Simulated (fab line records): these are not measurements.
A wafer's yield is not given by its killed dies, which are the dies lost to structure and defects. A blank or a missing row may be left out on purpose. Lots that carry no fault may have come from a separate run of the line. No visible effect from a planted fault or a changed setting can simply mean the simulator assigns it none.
What tool caused it? / flow gf180mcu / 17 wafers sampled from 6 lots at 1 step of a route of 602

WHAT EACH GAUGE READ, for each wafer
GF_V3_THK_MEAS_25: measures by xrf.
lot=L537; measured=day 22 12:20; on=film metro-01; V3_W_THK (nm)=346 357 350
lot=L540; measured=day 23 11:45; on=film metro-04; V3_W_THK (nm)=341 347
lot=L544; measured=day 25 09:55; on=film metro-02; V3_W_THK (nm)=344 348 347
lot=L546; measured=day 26 17:47; on=film metro-04; V3_W_THK (nm)=337 337 340
lot=L549; measured=day 27 12:28; on=film metro-02; V3_W_THK (nm)=343 342 344
lot=L550; measured=day 27 16:22; on=film metro-02; V3_W_THK (nm)=348 350 347

WHICH TOOL RAN EACH LOT (tool, then ch and the chambers of the sampled wafers, then the start)
There is no process step in the record ahead of these readings.

THE ANSWER, worked out from the rows above alone
Rule: the usual values come from the lots themselves. Put in order of their means at a reading, lots are off if they are a third of the lots or fewer, leave a main group of 4 or more, and stand apart from it by a gap of 3 or more times the standard deviation of the main group's means; of several such gaps the widest counts. If all means in a main group match to the digits the tables above print for the reading, that group is not used. A lot without any number at a reading at which 4 lots or more have one is off too. Where the step has rows for the other lots, those lots are counted as sound.
None of the lots is off at any reading shown; this tells nothing.

WHAT THE SIMULATOR PUT IN
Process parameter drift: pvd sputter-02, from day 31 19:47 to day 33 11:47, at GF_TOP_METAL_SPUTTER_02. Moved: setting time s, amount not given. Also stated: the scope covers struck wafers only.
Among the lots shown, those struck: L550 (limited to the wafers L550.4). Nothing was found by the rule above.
